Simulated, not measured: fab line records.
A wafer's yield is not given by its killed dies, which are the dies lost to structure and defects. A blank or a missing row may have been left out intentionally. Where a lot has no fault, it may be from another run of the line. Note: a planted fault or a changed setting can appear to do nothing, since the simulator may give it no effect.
Chamber matching :: flow gf180mcu :: cmp-02 running GF_V2_CMP_04: 4 sister chambers
The step polishes SiO2. 4 wafers are shown with their chamber, then 12 later ones without.

WAFERS PAIRED WITH THEIR CHAMBERS
wafer: L088.6
chamber: 2
motor current A (A): 12.5

wafer: L089.3
chamber: 1
motor current A (A): 11.7

wafer: L089.4
chamber: 3
motor current A (A): 11.4

wafer: L089.5
chamber: 0
motor current A (A): 12.3

WAFERS WHOSE CHAMBER IS MISSING
wafer: L091.1
motor current A (A): 11.2

wafer: L091.2
motor current A (A): 13.0

wafer: L091.5
motor current A (A): 12.2

wafer: L092.3
motor current A (A): 12.7

wafer: L092.5
motor current A (A): 11.9

wafer: L092.6
motor current A (A): 12.0

wafer: L094.2
motor current A (A): 11.3

wafer: L094.3
motor current A (A): 13.6

wafer: L094.6
motor current A (A): 11.2

wafer: L095.2
motor current A (A): 11.5

wafer: L095.4
motor current A (A): 12.7

wafer: L095.5
motor current A (A): 12.6

WHICH CHAMBER EACH WENT THROUGH
wafer: L091.1
from the rows above: can't be placed: 3 or 1
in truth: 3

wafer: L091.2
from the rows above: can't be placed: 2 or 0
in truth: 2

wafer: L091.5
from the rows above: can't be placed: 0 or 2 or 1 or 3
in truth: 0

wafer: L092.3
from the rows above: can't be placed: 2 or 0
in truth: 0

wafer: L092.5
from the rows above: can't be placed: 1 or 0 or 3 or 2
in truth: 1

wafer: L092.6
from the rows above: can't be placed: 0 or 1 or 2 or 3
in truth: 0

wafer: L094.2
from the rows above: can't be placed: 3 or 1
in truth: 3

wafer: L094.3
from the rows above: can't be placed: 2 or 0
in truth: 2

wafer: L094.6
from the rows above: can't be placed: 3 or 1
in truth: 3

wafer: L095.2
from the rows above: can't be placed: 3 or 1 or 0
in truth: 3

wafer: L095.4
from the rows above: can't be placed: 2 or 0
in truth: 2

wafer: L095.5
from the rows above: can't be placed: 2 or 0
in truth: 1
0 of 12 placed correctly. Not placeable from these rows: 12 (in 11, the candidates include the true chamber). Number placed wrongly: 0.
How it was worked out, from the rows above alone: a wafer's distance from a chamber is the root of the sum, over the readings, of the square of ((its reading less the chamber's mean) divided by the reading's scatter). If the next closest chamber is less than 2 further off than the closest, the wafer can't be placed; otherwise it belongs to the closest. A chamber's mean is the mean of its shown wafers. The scatter: with one shown wafer a chamber, the root of the mean of the squares of how far each hidden wafer lies from its nearest shown one.
